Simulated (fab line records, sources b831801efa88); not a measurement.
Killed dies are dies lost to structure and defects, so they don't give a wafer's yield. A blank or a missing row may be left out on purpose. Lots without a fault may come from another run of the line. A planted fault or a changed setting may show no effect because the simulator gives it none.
Which tool did it? | flow sfq_line | 7 lots, 21 wafers sampled, at 4 steps of a route of 325

WHAT THE GAUGES READ, wafer by wafer
SFQ_R5_THK_MEAS_934: measures by xrf.
lot  | measured     | on            | R5_MONX_THK (nm)
L495 | day 44 18:19 | film_metro-01 | 39.7 40.4 40.1
L499 | day 46 03:25 | film_metro-03 | 40.3 39.6 40.2
L502 | day 48 07:45 | film_metro-02 | 39.0 39.8 39.5
L504 | day 51 00:25 | film_metro-03 | 39.2 39.3 39.0
L506 | day 52 03:26 | film_metro-02 | 39.5 39.8 39.9
L509 | day 53 11:43 | film_metro-02 | 40.9 41.1 41.1
L513 | day 57 08:33 | film_metro-02 | 40.1 40.5 39.8

WHICH TOOL RAN EACH LOT (tool, then ch and the chambers of the sampled wafers, then the start)
lot  | SFQ_TRILAYER_I2_VIA_ETCH_VIA_ETCH_070 | SFQ_TRILAYER_M4_DEP_SPUTTER_091 | SFQ_TRILAYER_M5_STRIP_STRIP_127
L495 | rie_diel-04 ch 0,1,3, day 26 13:52    | pvd_sputter-04, day 32 21:20    | rie_metal-03 ch 0,1, day 44 08:20
L499 | rie_diel-03 ch 1,2, day 27 23:29      | pvd_sputter-05, day 34 01:38    | rie_metal-02 ch 0,1, day 45 19:55
L502 | rie_diel-03 ch 1,2,3, day 29 07:52    | pvd_sputter-04, day 35 00:26    | rie_metal-03 ch 0, day 47 12:50
L504 | rie_diel-03 ch 0,2, day 30 23:01      | pvd_sputter-05, day 36 18:14    | rie_metal-01 ch 0,1, day 50 14:23
L506 | rie_diel-02 ch 1,2, day 32 01:13      | pvd_sputter-05, day 37 16:42    | rie_metal-01 ch 0,1, day 51 16:20
L509 | rie_diel-03 ch 0,1, day 32 18:52      | pvd_sputter-05, day 38 13:41    | rie_metal-03 ch 0,1, day 53 05:54
L513 | rie_diel-04 ch 0,3, day 34 17:40      | pvd_sputter-03, day 40 18:27    | rie_metal-03 ch 0, day 57 03:16
- SFQ_TRILAYER_I2_VIA_ETCH_VIA_ETCH_070: etches SiO2 in CHF3, stops on Nb, target depth 260 nm.
- SFQ_TRILAYER_M4_DEP_SPUTTER_091: material Nb, target thk 200 nm, time 133.3 s.
- SFQ_TRILAYER_M5_STRIP_STRIP_127: strips in O2.

THE ANSWER, worked out from the rows above alone
Rule: what is usual is taken from the lots themselves. Put in order of their means at a reading, lots are off if they are a third of the lots or fewer, leave a main group of 4 or more, and stand apart from it by a gap of 3 or more times the standard deviation of the main group's means; of several such gaps the widest counts. A main group whose means are all the same, to the digits that the tables above print for the reading, isn't used. A lot without any number at a reading at which 4 lots or more have one is off too. The other lots that the step has rows for count as sound.
No lot is off at any reading shown: from this, nothing can be told.

WHAT THE SIMULATOR HAD PUT IN
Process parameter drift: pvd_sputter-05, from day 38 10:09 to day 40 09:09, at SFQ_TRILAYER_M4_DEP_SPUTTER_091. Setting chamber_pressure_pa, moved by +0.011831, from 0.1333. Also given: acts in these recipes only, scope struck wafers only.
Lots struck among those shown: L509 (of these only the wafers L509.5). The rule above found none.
